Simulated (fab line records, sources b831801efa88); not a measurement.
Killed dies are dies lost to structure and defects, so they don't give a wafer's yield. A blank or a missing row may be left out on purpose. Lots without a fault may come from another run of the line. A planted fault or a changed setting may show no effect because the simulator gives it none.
A sampling plan put to the test | flow sfq_line | one fab line, 15 faults that these records tell of, each judged on the records of the lots that it struck
The plan is the line's own looks: the steps of the route at which a gauge or an inspection reads the wafer and doesn't change it. A look can be judged if struck wafers have a number there and the file gives its usual mean and standard deviation on fault-free wafers. Caught: at a look after the fault's first step, the mean of the struck wafers lies 4 or more of those standard deviations (sigma) from the usual mean. On the tool: the same test on the tool's own readings at the fault's steps. Another recipe on the struck wafers, or a record that is blank for them alone, also counts as caught.

THE FAULTS, as the simulator had put them in
1. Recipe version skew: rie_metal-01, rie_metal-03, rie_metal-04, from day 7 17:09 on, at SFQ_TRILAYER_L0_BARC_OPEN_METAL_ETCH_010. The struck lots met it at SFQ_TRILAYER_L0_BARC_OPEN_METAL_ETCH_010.
2. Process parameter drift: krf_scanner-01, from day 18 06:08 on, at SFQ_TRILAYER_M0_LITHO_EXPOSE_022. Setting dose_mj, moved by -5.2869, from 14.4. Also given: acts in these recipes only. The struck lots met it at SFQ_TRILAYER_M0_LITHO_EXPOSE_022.
3. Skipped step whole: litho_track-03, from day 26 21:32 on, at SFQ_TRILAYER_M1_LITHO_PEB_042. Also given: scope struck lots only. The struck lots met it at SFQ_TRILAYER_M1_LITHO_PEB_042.
4. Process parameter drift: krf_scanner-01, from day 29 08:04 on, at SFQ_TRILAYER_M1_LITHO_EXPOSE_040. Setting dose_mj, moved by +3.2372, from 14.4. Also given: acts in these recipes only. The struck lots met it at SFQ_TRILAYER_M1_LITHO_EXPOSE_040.
5. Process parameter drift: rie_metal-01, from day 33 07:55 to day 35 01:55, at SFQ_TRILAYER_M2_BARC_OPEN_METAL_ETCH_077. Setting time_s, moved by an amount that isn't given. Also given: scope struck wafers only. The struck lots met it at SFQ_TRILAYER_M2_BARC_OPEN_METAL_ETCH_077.
6. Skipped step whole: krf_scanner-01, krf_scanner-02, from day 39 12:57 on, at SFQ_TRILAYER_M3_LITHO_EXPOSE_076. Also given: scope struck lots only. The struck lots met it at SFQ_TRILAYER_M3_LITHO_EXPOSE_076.
7. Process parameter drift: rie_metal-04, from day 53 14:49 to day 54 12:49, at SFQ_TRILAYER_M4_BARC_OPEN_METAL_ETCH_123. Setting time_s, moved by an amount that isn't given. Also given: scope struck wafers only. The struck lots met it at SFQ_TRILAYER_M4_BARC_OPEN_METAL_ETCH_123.
8. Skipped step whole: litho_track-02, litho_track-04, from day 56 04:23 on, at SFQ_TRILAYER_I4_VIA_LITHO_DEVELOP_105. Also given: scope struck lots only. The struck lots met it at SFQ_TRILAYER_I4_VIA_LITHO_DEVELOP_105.
9. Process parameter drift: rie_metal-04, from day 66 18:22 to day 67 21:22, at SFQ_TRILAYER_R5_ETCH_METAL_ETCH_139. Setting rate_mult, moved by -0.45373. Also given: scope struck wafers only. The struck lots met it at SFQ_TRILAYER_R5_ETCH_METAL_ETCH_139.
10. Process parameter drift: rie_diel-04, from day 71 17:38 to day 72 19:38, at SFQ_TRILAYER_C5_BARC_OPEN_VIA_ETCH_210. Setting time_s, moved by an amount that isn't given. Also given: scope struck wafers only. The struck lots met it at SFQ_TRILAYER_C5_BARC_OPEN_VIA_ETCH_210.
11. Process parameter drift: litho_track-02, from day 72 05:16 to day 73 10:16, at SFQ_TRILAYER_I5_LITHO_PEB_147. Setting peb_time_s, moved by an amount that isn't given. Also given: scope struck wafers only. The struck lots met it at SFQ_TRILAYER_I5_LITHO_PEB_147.
12. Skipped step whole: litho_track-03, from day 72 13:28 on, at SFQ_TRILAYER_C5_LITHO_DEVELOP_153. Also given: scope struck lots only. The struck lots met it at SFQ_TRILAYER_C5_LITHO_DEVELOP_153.
13. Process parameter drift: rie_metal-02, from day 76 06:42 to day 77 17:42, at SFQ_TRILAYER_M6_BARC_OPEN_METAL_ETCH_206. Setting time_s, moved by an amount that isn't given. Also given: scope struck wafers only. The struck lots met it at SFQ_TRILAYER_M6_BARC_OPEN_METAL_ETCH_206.
14. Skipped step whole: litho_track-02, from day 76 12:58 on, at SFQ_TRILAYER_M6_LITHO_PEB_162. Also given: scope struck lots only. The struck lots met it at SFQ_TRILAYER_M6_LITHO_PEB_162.
15. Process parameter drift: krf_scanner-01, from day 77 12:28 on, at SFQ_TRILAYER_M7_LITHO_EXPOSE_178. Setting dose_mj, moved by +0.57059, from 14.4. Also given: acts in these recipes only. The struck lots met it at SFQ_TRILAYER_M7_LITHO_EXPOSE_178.

WHAT THE PLAN SAW
fault | on the tool itself                               | first look that catches it                      | reading, sigma | median hours from its first step to that look | hours from the fault's start to the first struck lot there | judged looks passed uncaught
1     | oes_product_au +29 sigma                         | no look after it can be judged                  | -              | -                                             | -                                                          | 0
2     | exposure_dose_mJ_cm2 -99 or beyond sigma         | none of the 2 looks that can be judged after it | -              | -                                             | -                                                          | 2
3     | the tool's record is blank for the struck wafers | no look after it can be judged                  | -              | -                                             | -                                                          | 0
4     | exposure_dose_mJ_cm2 +99 or beyond sigma         | no look after it can be judged                  | -              | -                                             | -                                                          | 0
5     | oes_product_au +26 sigma                         | no look after it can be judged                  | -              | -                                             | -                                                          | 0
6     | no reading that can be judged                    | no look after it can be judged                  | -              | -                                             | -                                                          | 0
7     | run_length_s +13 sigma                           | no look after it can be judged                  | -              | -                                             | -                                                          | 0
8     | the tool's record is blank for the struck wafers | no look after it can be judged                  | -              | -                                             | -                                                          | 0
9     | oes_product_au -52 sigma                         | no look after it can be judged                  | -              | -                                             | -                                                          | 0
10    | run_length_s +27 sigma                           | no look after it can be judged                  | -              | -                                             | -                                                          | 0
11    | heater_power_total_W +77 sigma                   | not the one look that can be judged after it    | -              | -                                             | -                                                          | 1
12    | the tool's record is blank for the struck wafers | no look after it can be judged                  | -              | -                                             | -                                                          | 0
13    | oes_product_au +18 sigma                         | no look after it can be judged                  | -              | -                                             | -                                                          | 0
14    | the tool's record is blank for the struck wafers | no look after it can be judged                  | -              | -                                             | -                                                          | 0
15    | exposure_dose_mJ_cm2 +40 sigma                   | no look after it can be judged                  | -              | -                                             | -                                                          | 0
A dash: the fault isn't caught, or these records don't give the number.

Caught at a look: 0 of 15. Caught on the tool: 14 of 15. By one or the other: 14 of 15.
Caught on the tool alone: faults 1, 2, 3, 4, 5, 7, 8, 9, 10, 11, 12, 13, 14, 15.
Caught by neither: fault 6.
